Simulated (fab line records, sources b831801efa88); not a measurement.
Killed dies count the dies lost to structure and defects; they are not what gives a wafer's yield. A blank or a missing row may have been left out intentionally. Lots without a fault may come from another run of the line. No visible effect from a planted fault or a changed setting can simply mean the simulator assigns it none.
Matching of chambers -- flow gf180mcu -- cmp-01 running GF_V3_CMP_26: 4 sister chambers
The step polishes, stops on SiO2, t overpolish 15 s, target thk 0 nm. 14 wafers are shown with their chamber, then 7 later ones without.

== WAFERS PAIRED WITH THEIR CHAMBERS ==
wafer,chamber,motor current A (A),time to endpoint s (s),slurry flow ml min
L894.1,0,11.0,83,149.8
L894.2,1,9.9,81,150.2
L894.5,0,11.4,86,149.3
L895.1,2,12.2,83,150.4
L895.4,0,12.0,82,150.4
L895.6,0,11.3,81,151.0
L898.1,3,10.5,90,150.2
L898.5,1,9.4,88,150.3
L898.6,0,11.3,91,149.7
L913.1,1,10.1,82,148.8
L913.2,2,12.4,84,150.1
L913.3,3,11.7,85,150.1
L915.4,1,10.5,84,150.1
L915.5,0,11.4,86,149.8

SIGNATURES (means of the wafers above)
reading,chamber 0,chamber 1,chamber 2,chamber 3,scatter within a chamber
motor current A,11.400,9.975,12.300,11.100,0.437
time to endpoint s,84.83,83.75,83.50,87.50,3.3
slurry flow ml min,150.000,149.850,150.250,150.150,0.58
Rule: a wafer's distance from a chamber is the root of the sum, over the readings, of the square of ((its reading less the chamber's mean) divided by the reading's scatter). If the next closest chamber is less than 2 further off than the closest, the wafer can't be placed; otherwise it belongs to the closest. How the scatter is found: for the shown wafers, subtract from each reading the mean of its chamber, square and add these, divide the total by (wafers less chambers), then take the root.

== WAFERS WITHOUT THEIR CHAMBER ==
wafer,motor current A (A),time to endpoint s (s),slurry flow ml min
L915.6,11.0,87,149.2
L916.1,9.9,79,150.3
L916.5,9.8,81,150.9
L916.6,10.8,84,149.7
L917.1,11.5,86,148.9
L917.3,11.3,87,149.4
L917.4,9.6,82,150.1

== WHICH CHAMBER EACH ONE RAN IN ==
wafer,from the rows above,in truth
L915.6,can't be placed: 3 or 0 or 1 or 2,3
L916.1,1,1
L916.5,can't be placed: 1 or 3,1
L916.6,can't be placed: 3 or 0 or 1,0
L917.1,can't be placed: 0 or 3 or 2 or 1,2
L917.3,can't be placed: 0 or 3 or 2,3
L917.4,1,1
Correctly placed: 2 of 7. Can't be placed from these rows: 5 (the true chamber is among the candidates in 5). Number placed wrongly: 0.
